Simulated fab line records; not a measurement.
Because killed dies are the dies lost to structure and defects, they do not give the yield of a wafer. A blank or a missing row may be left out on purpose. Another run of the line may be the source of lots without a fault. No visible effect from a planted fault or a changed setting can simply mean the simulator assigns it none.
A lot that was struck, set against a sound lot    flow sky130    43 out of 708 route steps
Sound: the wafers L216.1, L216.3, L216.6. The struck wafers were L234.1, L234.3, L234.5. At the end, the cause is stated.
Each step with rows lists, per side, the tool, then ch with its chambers, then its first start. Under that, the readings that differ: sound wafers    struck wafers    difference of the means    sigmas: that difference in standard deviations of wafers without a fault.
alike: readings with means less than 2 such deviations apart, plus words and numbers identical on both sides. not compared: withheld readings, readings lacking a value on some wafer, bounds such as >300 that could conceal the same value, and numbers that have no deviation in the record and whose values overlap.
Wherever a step has rows on one side only, a row that says differs or no value, or a row with sigmas, the two part there. Numbers that have no deviation but don't overlap get no sigmas and don't part them. A reading missing from all wafers of one side parts the sides only when that side holds two or more wafers.

SKY_VIA2_ETCH_15: etches SiO2 in C4F8/O2/Ar, stops on TiN, target depth 546 nm, time 84 s.
  sound on rie-diel-02 ch 2,3, day 35 22:39; struck on rie-diel-02 ch 1,2, day 42 10:02
  alike: bias-w, oes-product-au
  not compared: rf-hours-counter-h
then, 5 steps without rows for these wafers: SKY_VIA2_STRIP_16 (strips in O2/N2); SKY_VIA2_STRIP_17 (strips in post etch residue remover, time 1200 s); SKY_VIA2_CLEAN_18 (cleans in IPA, time 180 s); SKY_VIA2_CLEAN_19 (cleans in O3/DIW); SKY_VIA2_SPUTTER_20 (material TiN, target thk 20 nm, time 80 s).
SKY_VIA2_CVD_21: deposits W, target thk 420 nm, time 126.4 s.
  sound on cvd-w-02 ch 0,1, day 35 23:25; struck on cvd-w-02 ch 1, day 42 10:47
  alike: heater-power-w
SKY_VIA2_RS_MEAS_22: measures by four-point-probe.
  sound: film-metro-03 at day 35 23:32; struck: film-metro-04 at day 42 10:55
  alike: VIA2_W_RS
SKY_VIA2_THK_MEAS_23: measures by xrf.
  sound: film-metro-03 at day 35 23:40; struck: film-metro-04 at day 42 11:02
  alike: VIA2_W_THK
then, 2 steps without rows for these wafers: SKY_VIA2_CMP_24 (polishes, stops on SiO2, t overpolish 20 s, target thk 0 nm); SKY_METAL3_SPUTTER_00 (material Ti, target thk 15 nm, time 10 s).
SKY_METAL3_SPUTTER_01: material TiN, target thk 20 nm, time 16.7 s.
  sound: pvd-sputter-02 at day 36 00:02; struck: pvd-sputter-04 at day 42 11:25
  alike: throttle-valve-pct
SKY_METAL3_SPUTTER_02: material AlCu, target thk 735 nm, time 39.1 s.
  sound: pvd-sputter-02 at day 36 00:04; struck: pvd-sputter-04 at day 42 11:26
  alike: throttle-valve-pct
then, 3 steps without rows for these wafers: SKY_METAL3_SPUTTER_03 (material Ti, target thk 5 nm, time 3.3 s); SKY_METAL3_SPUTTER_04 (material TiN, target thk 70 nm, time 58.3 s); SKY_CAPM_CVD_00 (deposits SiO2, target thk 15.5 nm).
SKY_CAPM_THK_MEAS_01:
  sound: film-metro-04 at day 36 00:12; struck: film-metro-04 at day 42 11:34
  alike: CAPM_CVD_00_THK
SKY_CAPM_SPUTTER_02: material TiN, target thk 200 nm, time 166.7 s.
  sound: pvd-sputter-03 at day 36 00:16; struck: pvd-sputter-04 at day 42 11:38
  alike: substrate-temp-c, throttle-valve-pct
SKY_CAPM_RS_MEAS_03: measures by four-point-probe.
  sound: film-metro-04 at day 36 00:22; struck: film-metro-04 at day 42 11:44
  alike: CAPM_TIN_RS
SKY_CAPM_THK_MEAS_04: measures by xrf.
  sound: film-metro-04 at day 36 00:29; struck: film-metro-04 at day 42 11:52
reading            sound              struck             difference  sigmas
CAPM_TIN_THK (nm)  206.0 208.3 207.8  204.2 203.2 202.0  -4.2        -2
then, 7 steps without rows for these wafers: SKY_CAPM_DEHYDRATE_05 (time 60 s); SKY_CAPM_HMDS_06 (prime time 60 s); SKY_CAPM_COAT_07 (resist thk 1140 nm); SKY_CAPM_SOFTBAKE_08 (time 60 s); SKY_CAPM_EXPOSE_09 (exposes mask CAPM, target cd 1000 nm); SKY_CAPM_PEB_10; SKY_CAPM_DEVELOP_11 (develop time 60 s).
SKY_CAPM_OVL_MEAS_12:
  sound: overlay-02 at day 37 02:47; struck: overlay-02 at day 43 09:29
  alike: CAPM_OVL
then, 1 step without rows for these wafers: SKY_CAPM_METAL_ETCH_13 (etches TiN in Cl2/BCl3, stops on SiO2, target depth 220 nm, time 62.9 s).
SKY_CAPM_STRIP_14: strips in O2/N2.
  sound on plasma-asher-01 ch 0,1, day 37 02:54; struck on plasma-asher-01 ch 1, day 43 09:36
  alike: drypump-motor-current-A, oes-product-au, strip-time-to-endpoint-s
  not compared: rf-hours-counter-h
then, 11 steps without rows for these wafers: SKY_CAPM_STRIP_15 (strips in post etch residue remover, time 1200 s); SKY_CAPM_CLEAN_16 (cleans in IPA, time 180 s); SKY_CAPM_CLEAN_17 (cleans in O3/DIW); SKY_METAL3_DEHYDRATE_05 (time 60 s); SKY_METAL3_HMDS_06 (prime time 60 s); SKY_METAL3_COAT_07 (resist thk 60 nm); SKY_METAL3_COAT_08 (resist thk 1140 nm); SKY_METAL3_SOFTBAKE_09 (time 90 s); SKY_METAL3_EXPOSE_10 (exposes mask MM3, target cd 300 nm); SKY_METAL3_PEB_11; SKY_METAL3_DEVELOP_12 (develop time 60 s).
SKY_METAL3_CD_MEAS_13: target cd 300 nm.
  sound: cd-sem-01 at day 38 04:56; struck: cd-sem-02 at day 44 08:56
  alike: cd-nm
-- the record jumps here: 6 days lie between the struck wafers' starts before and after (it left off in module METAL3 and takes up again in module PAD_OPEN, whose first step shown is number 708 of the route) --
SKY_PAD_OPEN_PROBE_99:
  sound: prober-01 at day 45 08:13; struck: prober-01 at day 50 10:58
reading                                sound                struck             difference  sigmas
defect-limited-yield (%)               83.3 80.7 86.2       70.9 78.9 77.2     -7.7        -4
killed_at_M0_to_M3                     44 55 34             86 68 73           +31         +5
killed-dies                            82 95 68             143 104 112        +38         +4
sort_bin_3_pad_short (%)               0.4 0.4 0.8          1.8 1.8 3.3        +1.8        +4
sort_bin_5_function (%)                10.4 11.0 8.3        18.5 12.0 11.8     +4.2        +3
sort-n-pass                            410 397 424          349 388 380        -38         -4
sort-yield-pct (%)                     83.3 80.7 86.2       70.9 78.9 77.2     -7.7        -4
model.etest.tester.sort-n-pass         410 397 424          349 388 380        -38         
model.etest.tester.sort-yield-pct (%)  83.33 80.69 86.18    70.94 78.86 77.24  -7.72       
model.etest.tester.sort_bin_5_pct (%)  10.37 10.98 8.333    18.5 11.99 11.79   +4.2        
model.etest.tester.sort_bin_3_pct (%)  0.4065 0.4065 0.813  1.829 1.829 3.252  +1.761      
  alike: killed_at_M4_up, killed-at-contacts, killed-at-front-end, killed-at-other, killed-on-rim, killed-open, killed-short, sort_bin_6_memory

## WHERE THEY PART
Last at SKY_PAD_OPEN_PROBE_99 as far as this record goes, first at SKY_CAPM_THK_MEAS_04.

WHY: what had been put in by the simulator
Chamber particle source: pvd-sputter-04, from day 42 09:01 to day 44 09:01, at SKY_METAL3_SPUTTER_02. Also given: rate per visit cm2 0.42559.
